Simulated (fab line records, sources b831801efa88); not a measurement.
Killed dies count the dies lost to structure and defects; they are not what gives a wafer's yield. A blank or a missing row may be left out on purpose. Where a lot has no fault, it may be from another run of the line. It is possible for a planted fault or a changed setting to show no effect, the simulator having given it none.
fab line records	flow sky130
record lots=12	wafers=36	lastDay=49
route steps=708 shown VIA1@458 METAL3@567 VIA3@576 METAL5@675 PAD_OPEN@708
lots untouched by any fault: they come from a run of this same line in which no faults occurred
startH: hours from the record's first day to the start of the lot's first wafer shown	waitH: time in hours since the lot's previous step	" repeats the value in the row above	L1.1+2: one row covering several wafers at once	- no value present, or no start provided	* or withheld: withheld	< > ~ a bound
route shown NAME@n: NAME is a module with steps in the file, n the number in the route of the first one	usual: average and standard deviation across the fault-free wafers	same: alike in all rows	chamber/n: place in a boat	sites: per-site readings	_std_site: their standard deviation	_edge_site: the outer-site mean with the inner-site mean subtracted	radiusMm: for every site, how far away it sits from the centre of the wafer	mask NAME#n: copy n	behind: tool/chamber where the wafer was last shaped	hold: what put the lot on hold/how long, in hours/how the hold closed	device: the transistor (n, p or np) that didn't switch	end of line: the tests these same wafers got at the end of their route	step lacking rows: just its recipe	killed: the dies lost at the first sort to structure and to defects; this is not the yield of the wafer	map: shows each die of a wafer: x if killed, . if not, _ if none is there
set.NAME: the run value of the setting; set.NAME@STEP: its run value at that earlier step	model.NAME: the simulator's own value behind a step, which no gauge read
a sample of lots followed through the steps of the route, with each step as a table and each wafer as a row
services: when a tool's chamber went out of use (startH, in hours from the record's first day, below 0 if earlier), for how many hours, and the reason
## steps
# step SKY_VIA1_HDPCVD_00
# recipe material=SiO2	targetThkNm=1030	sigmaOpenFrac=0.3	timeS=171.7	tempC=400	sih4FlowSccm=60	pressureMtorr=6
lot.wafer	tool	chamber	startH	waitH
L622.1+3+5	hdpcvd-01	2,2,1	762.76	0.0
L623.2+3+5	hdpcvd-02	1,2,0	765.20	0.0
L624.2+5+6	hdpcvd-02	1,2,1	779.56	0.0
L625.1+4+6	hdpcvd-01	0,0,2	780.82	0.0
L627.2+4+5	hdpcvd-02	2,1,2	803.32	0.0
L628.2+3+5	hdpcvd-02	0,2,0	809.91	0.0
L629.1+3+6	hdpcvd-02	1,2,0	813.41	0.0
L630.1+2+5	hdpcvd-01	0,1,0	848.52	0.0
L636.1+2+6	hdpcvd-02	0,2,0	872.91	0.0
L637.1+2+4	hdpcvd-02	2,1,1	883.85	0.0
L638.3+5+6	hdpcvd-01	0,0,2	883.92	0.0
L640.2+3+6	hdpcvd-01	0,1,1	894.37	0.0
# step SKY_METAL3_ETCH_17
# recipe target=SiO2	stopOn=TiN	chemistry=C4F8/O2/Ar	sourceW=1500	biasW=1200	pressureMtorr=40	c4f8FlowSccm=withheld	O2_flow_sccm=6	Ar_flow_sccm=300	timeS=3.9	targetDepthA=150
# usual biasW=1200/3.5	oesProductAu=0.755/0.0075
lot.wafer	tool	chamber	startH	waitH	biasW	oesProductAu	rfHoursCounterH
L622.1	rieDiel-04	0	901.12	0.1	1198	0.767	28
L622.3	"	1	"	"	1208	0.749	19
L622.5	"	3	"	"	1199	0.752	-
L623.2	rieDiel-03	0	901.91	0.1	1201	0.746	1
L623.3	"	1	"	"	1195	0.744	4
L623.5	"	2	"	"	1199	0.768	-
L624.2	rieDiel-03	3	915.47	0.1	1191	0.759	6
L624.5	"	2	"	"	1203	0.756	-
L624.6	"	1	"	"	1203	0.770	-
L625.1	rieDiel-01	0	917.52	0.1	1199	0.749	12
L625.4	"	2	"	"	1204	0.763	5
L625.6	"	2	"	"	1196	0.759	-
L627.2	rieDiel-04	3	936.90	0.1	1198	0.759	20
L627.4	"	3	"	"	1198	0.760	-
L627.5	"	1	"	"	1199	0.758	-
L628.2	rieDiel-04	2	945.42	0.1	1196	0.746	7
L628.3	"	1	"	"	1207	0.742	21
L628.5	"	2	"	"	1201	0.745	-
L629.1	rieDiel-01	0	946.37	0.1	1201	0.749	13
L629.3	"	3	"	"	1200	0.759	18
L629.6	"	0	"	"	1195	0.758	-
L630.1	rieDiel-01	2	980.92	0.1	1200	0.757	6
L630.2	"	1	"	"	1200	0.749	9
L630.5	"	3	"	"	1196	0.756	-
L636.1	rieDiel-04	2	1001.15	0.1	1207	0.753	9
L636.2	"	0	"	"	1200	0.748	2
L636.6	"	3	"	"	1196	0.745	-
L637.1	rieDiel-04	1	1011.70	0.2	1200	0.770	23
L637.2	"	2	"	"	1202	0.750	9
L637.4	"	0	"	"	1198	0.763	2
L638.3	rieDiel-03	3	1012.05	0.1	1201	0.740	8
L638.5	"	1	"	"	1199	0.754	-
L638.6	"	2	"	"	1201	0.760	-
L640.2	rieDiel-01	2	1019.57	0.1	1202	0.747	7
L640.3	"	0	"	"	1201	0.758	15
L640.6	"	3	"	"	1200	0.757	-
# step SKY_VIA3_BOW_MEAS_03
# recipe mode=bow
# usual VIA3_BOW=79/8.3
lot.wafer	tool	chamber	startH	waitH	VIA3_BOW[um]
L622.1	filmMetro-03	-	902.43	0.2	53
L622.3	"	-	"	"	68
L622.5	"	-	"	"	65
L623.2	filmMetro-03	-	903.29	0.2	72
L623.3	"	-	"	"	85
L623.5	"	-	"	"	79
L624.2	filmMetro-01	-	916.80	0.3	95
L624.5	"	-	"	"	80
L624.6	"	-	"	"	79
L625.1	filmMetro-03	-	918.83	0.2	72
L625.4	"	-	"	"	70
L625.6	"	-	"	"	66
L627.2	filmMetro-01	-	938.25	0.1	62
L627.4	"	-	"	"	78
L627.5	"	-	"	"	77
L628.2	filmMetro-04	-	946.77	0.1	71
L628.3	"	-	"	"	91
L628.5	"	-	"	"	87
L629.1	filmMetro-03	-	947.69	0.1	72
L629.3	"	-	"	"	84
L629.6	"	-	"	"	76
L630.1	filmMetro-03	-	982.25	0.1	93
L630.2	"	-	"	"	95
L630.5	"	-	"	"	83
L636.1	filmMetro-01	-	1002.47	0.2	74
L636.2	"	-	"	"	94
L636.6	"	-	"	"	81
L637.1	filmMetro-04	-	1013.01	0.2	81
L637.2	"	-	"	"	93
L637.4	"	-	"	"	96
L638.3	filmMetro-01	-	1013.40	0.1	81
L638.5	"	-	"	"	82
L638.6	"	-	"	"	75
L640.2	filmMetro-03	-	1021.08	0.1	82
L640.3	"	-	"	"	78
L640.6	"	-	"	"	78
# step SKY_METAL5_DESCUM_14
# recipe chemistry=O2	sourcePowerW=150	biasPowerW=0	pressureMtorr=10	tempC=40	timeS=11
# usual drypumpMotorCurrentA=5.89/0.28	oesProductAu=1.004/0.011
lot.wafer	tool	chamber	startH	waitH	drypumpMotorCurrentA	oesProductAu	rfHoursCounterH
L622.1	rieMetal-04	0	1026.48	0.1	5.79	1.031	15
L622.3	"	1	"	"	5.63	1.012	-
L622.5	"	0	"	"	5.80	1.015	-
L623.2	rieMetal-03	0	1028.89	0.1	6.04	1.000	-
L623.3	"	0	"	"	6.02	0.994	-
L623.5	"	0	"	"	6.00	1.006	-
L624.2	rieMetal-04	0	1039.38	0.1	5.79	1.017	16
L624.5	"	0	"	"	5.80	1.022	-
L624.6	"	1	"	"	5.60	1.016	-
L625.1	rieMetal-03	1	1040.52	0.1	5.60	1.005	0
L625.4	"	1	"	"	5.63	1.003	-
L625.6	"	1	"	"	5.60	0.998	-
L627.2	rieMetal-02	1	1059.82	0.1	6.10	0.982	10
L627.4	"	1	"	"	6.09	0.982	-
L627.5	"	1	"	"	6.09	0.985	-
L628.2	rieMetal-04	0	1065.63	0.1	5.79	1.018	17
L628.3	"	0	"	"	5.80	1.012	-
L628.5	"	0	"	"	5.77	1.009	-
L629.1	rieMetal-03	0	1067.07	0.1	6.01	1.005	4
L629.3	"	0	"	"	5.97	0.999	-
L629.6	"	0	"	"	6.01	1.003	-
L630.1	rieMetal-03	1	1097.53	0.1	5.61	1.003	4
L630.2	"	0	"	"	5.96	0.998	6
L630.5	"	0	"	"	5.99	1.006	-
L636.1	rieMetal-03	1	1115.38	0.1	5.64	1.002	5
L636.2	"	0	"	"	5.94	1.006	8
L636.6	"	1	"	"	5.65	1.001	-
L637.1	rieMetal-04	0	1124.78	0.1	5.80	1.011	21
L637.2	"	1	"	"	5.61	0.996	17
L637.4	"	0	"	"	5.81	1.015	-
L638.3	rieMetal-02	0	1126.53	0.1	6.54	0.989	-
L638.5	"	1	"	"	6.09	0.970	-
L638.6	"	0	"	"	6.53	0.987	-
L640.2	rieMetal-03	0	1129.48	0.1	6.02	1.017	9
L640.3	"	0	"	"	5.99	1.003	-
L640.6	"	0	"	"	6.03	1.011	-
# step SKY_PAD_OPEN_PROBE_99
# usual defectLimitedYield=82.5/1.9	killed_at_M0_to_M3=43/6.4	killed_at_M4_up=2.9/1.7	killedAtContacts=24/5	killedAtFrontEnd=15/4	killedAtOther=0.4/0.62	killedDies=86/9.3	killedOpen=47/6.8	killedShort=38/5.8	sort_bin_3_pad_short=0.9/0.42	sort_bin_5_function=10.3/1.5	sort_bin_6_memory=6.3/1.1	sortNPass=406/9.3	sortYieldPct=82.5/1.9
# same grossDies=492	killedAtBackSide=0	sort_bin_4_leakage[%]=0	sort_bin_8_speed[%]=0
lot.wafer	tool	chamber	startH	waitH	defectLimitedYield[%]	killed_at_M0_to_M3	killed_at_M4_up	killedAtContacts	killedAtFrontEnd	killedAtOther	killedDies	killedOpen	killedShort	sort_bin_3_pad_short[%]	sort_bin_5_function[%]	sort_bin_6_memory[%]	sortNPass	sortYieldPct[%]
L629.1	prober-01	-	1111.02	0.1	80.7	59	2	23	10	1	95	47	48	1.6	11.2	6.5	397	80.7
L629.3	prober-01	-	1111.12	0.2	84.1	36	2	23	17	0	78	38	40	1.4	9.3	5.1	414	84.1
L629.6	prober-01	-	1111.27	0.2	82.7	43	3	18	18	3	85	49	36	0.6	10.4	6.3	407	82.7
L636.1	prober-01	-	1155.81	0.1	83.7	42	1	24	13	0	80	45	35	1.0	10.6	4.7	412	83.7
L636.2	prober-01	-	1155.86	0.1	72.8	101	4	20	9	0	134	52	31	2.6	17.3	7.3	358	72.8
L636.6	prober-01	-	1156.06	0.2	82.9	38	3	27	16	0	84	43	41	1.2	8.9	6.9	408	82.9
L637.1	prober-02	-	1165.65	0.1	73.2	98	1	19	14	0	132	41	32	2.2	17.9	6.7	360	73.2
L637.2	prober-02	-	1165.70	0.1	82.7	38	2	26	19	0	85	46	39	0.6	10.2	6.5	407	82.7
L637.4	prober-02	-	1165.80	0.2	82.3	43	1	22	21	0	87	49	38	0.6	9.1	7.9	405	82.3
L640.2	prober-02	-	1168.81	0.1	81.5	46	2	31	12	0	91	54	37	1.0	10.8	6.7	401	81.5
L640.3	prober-02	-	1168.86	0.2	82.9	40	4	27	12	1	84	48	36	0.4	11.2	5.5	408	82.9
L640.6	prober-02	-	1169.01	0.2	82.5	46	2	21	17	0	86	45	40	1.0	10.0	6.5	406	82.5
# killed by level:class
L629.1 VIA1:geometricParticle:open=14 LI_CONTACT:geometricParticle:open=9 METAL2:geometricParticle:short=8 METAL1:geometricParticle:short=7 VIA1:geometricParticle:short=7 VIA2:geometricParticle:open=7 CONTACT:geometricParticle:short=6 VIA3:geometricParticle:open=5
L629.3 VIA1:geometricParticle:open=8 VIA2:geometricParticle:open=8 LOCAL_INTERCONNECT:geometricParticle:short=6 CONTACT:geometricParticle:open=6 FIELD_ISO:geometricParticle:open=5 FIELD_ISO:geometricParticle:short=5 CONTACT:geometricParticle:short=5 METAL1:geometricParticle:short=4
L629.6 VIA1:geometricParticle:open=11 CONTACT:geometricParticle:open=7 METAL1:geometricParticle:short=7 POLY_GATE:geometricParticle:open=6 VIA3:geometricParticle:open=6 VIA2:geometricParticle:open=6 LI_CONTACT:geometricParticle:open=5 LOCAL_INTERCONNECT:geometricParticle:short=5
L636.1 VIA2:geometricParticle:open=10 CONTACT:geometricParticle:open=9 METAL1:geometricParticle:short=7 VIA1:geometricParticle:open=7 METAL3:geometricParticle:short=7 VIA3:geometricParticle:open=6 LI_CONTACT:geometricParticle:open=5 LOCAL_INTERCONNECT:geometricParticle:short=5
L636.2 VIA1:unspecified=51 VIA1:geometricParticle:open=12 VIA3:geometricParticle:open=10 CONTACT:geometricParticle:open=10 METAL2:geometricParticle:short=8 VIA2:geometricParticle:open=7 VIA3:geometricParticle:short=4 POLY_GATE:geometricParticle:open=3
L636.6 CONTACT:geometricParticle:open=10 LI_CONTACT:geometricParticle:open=7 FIELD_ISO:geometricParticle:open=6 VIA1:geometricParticle:short=6 VIA2:geometricParticle:open=5 CONTACT:geometricParticle:short=5 VIA1:geometricParticle:open=5 VIA3:geometricParticle:open=5
L637.1 VIA1:unspecified=59 CONTACT:geometricParticle:open=8 VIA2:geometricParticle:open=7 VIA3:geometricParticle:short=5 LOCAL_INTERCONNECT:geometricParticle:short=5 METAL1:geometricParticle:short=5 FIELD_ISO:geometricParticle:open=4 POLY_GATE:geometricParticle:open=4
L637.2 METAL2:geometricParticle:short=10 LI_CONTACT:geometricParticle:open=9 FIELD_ISO:geometricParticle:open=8 VIA1:geometricParticle:open=7 LOCAL_INTERCONNECT:geometricParticle:short=6 CONTACT:geometricParticle:open=6 VIA2:geometricParticle:open=5 VIA3:geometricParticle:open=4
L637.4 VIA1:geometricParticle:open=9 LI_CONTACT:geometricParticle:open=8 METAL1:geometricParticle:short=8 CONTACT:geometricParticle:open=7 VIA1:geometricParticle:short=6 FIELD_ISO:geometricParticle:short=5 FIELD_ISO:geometricParticle:open=5 POLY_GATE:geometricParticle:open=5
L640.2 VIA1:geometricParticle:open=14 CONTACT:geometricParticle:open=9 METAL2:geometricParticle:short=8 FIELD_ISO:geometricParticle:open=6 LI_CONTACT:geometricParticle:open=6 LOCAL_INTERCONNECT:geometricParticle:short=6 CONTACT:geometricParticle:short=6 METAL1:geometricParticle:short=6
L640.3 VIA1:geometricParticle:open=13 METAL1:geometricParticle:short=9 CONTACT:geometricParticle:open=8 LI_CONTACT:geometricParticle:open=7 LI_CONTACT:geometricParticle:short=5 CONTACT:geometricParticle:short=5 VIA3:geometricParticle:open=4 FIELD_ISO:geometricParticle:open=3
L640.6 VIA1:geometricParticle:open=12 CONTACT:geometricParticle:short=7 METAL2:geometricParticle:short=7 POLY_GATE:geometricParticle:open=5 CONTACT:geometricParticle:open=5 VIA2:geometricParticle:short=4 VIA2:geometricParticle:open=4 VIA3:geometricParticle:open=4
## services
tool	chamber	startH	hours	kind
hdpcvd-01	-	756.36	4.3	pm
rieDiel-01	-	757.49	0.4	repair
hdpcvd-01	0	761.16	1.7	repair
rieDiel-01	-	778.39	1.7	repair
hdpcvd-01	1	782.89	8.8	repair
rieDiel-01	1	842.13	5.8	repair
rieDiel-04	1	847.79	16.5	repair
rieDiel-01	2	847.86	9.0	repair
rieDiel-01	3	858.14	7.4	repair
rieDiel-01	1	871.64	2.4	repair
rieDiel-04	1	886.79	6.4	repair
rieMetal-04	0	903.35	16.0	repair
rieDiel-04	1	914.45	2.8	repair
hdpcvd-01	-	950.25	15.0	pm
rieDiel-01	2	951.73	6.9	repair
hdpcvd-02	0	962.21	24.6	repair
rieDiel-01	0	963.75	8.9	repair
hdpcvd-02	-	965.25	5.5	pm
rieDiel-01	-	974.22	2.8	pm
rieMetal-03	1	975.72	3.4	repair
rieDiel-04	1	977.49	1.9	repair
rieMetal-03	0	1003.19	18.2	repair
rieMetal-03	-	1045.46	4.3	pm
rieDiel-04	1	1054.79	5.8	repair
## key
firstSign step=SKY_PAD_OPEN_PROBE_99	reading=killed_at_M0_to_M3	direction=up	sigmas=8.8	usual=43	struck=100
effect step=SKY_PAD_OPEN_PROBE_99	reading=defectLimitedYield	direction=down	sigmas=5	usual=82.5	struck=73.0
metAt SKY_VIA1_HDPCVD_00
struckLots L636,L637
struckWafers L636.2,L637.1
notActingAt SKY_METAL3_ETCH_17,SKY_VIA3_BOW_MEAS_03,SKY_METAL5_DESCUM_14
onsetBetween 813.41 872.91
fault kind=chamberParticleSource	tool=hdpcvd-02	chamber=2	onsetH=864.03	steps=SKY_VIA1_HDPCVD_00	ratePerVisitCm2=1.0669	endH=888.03
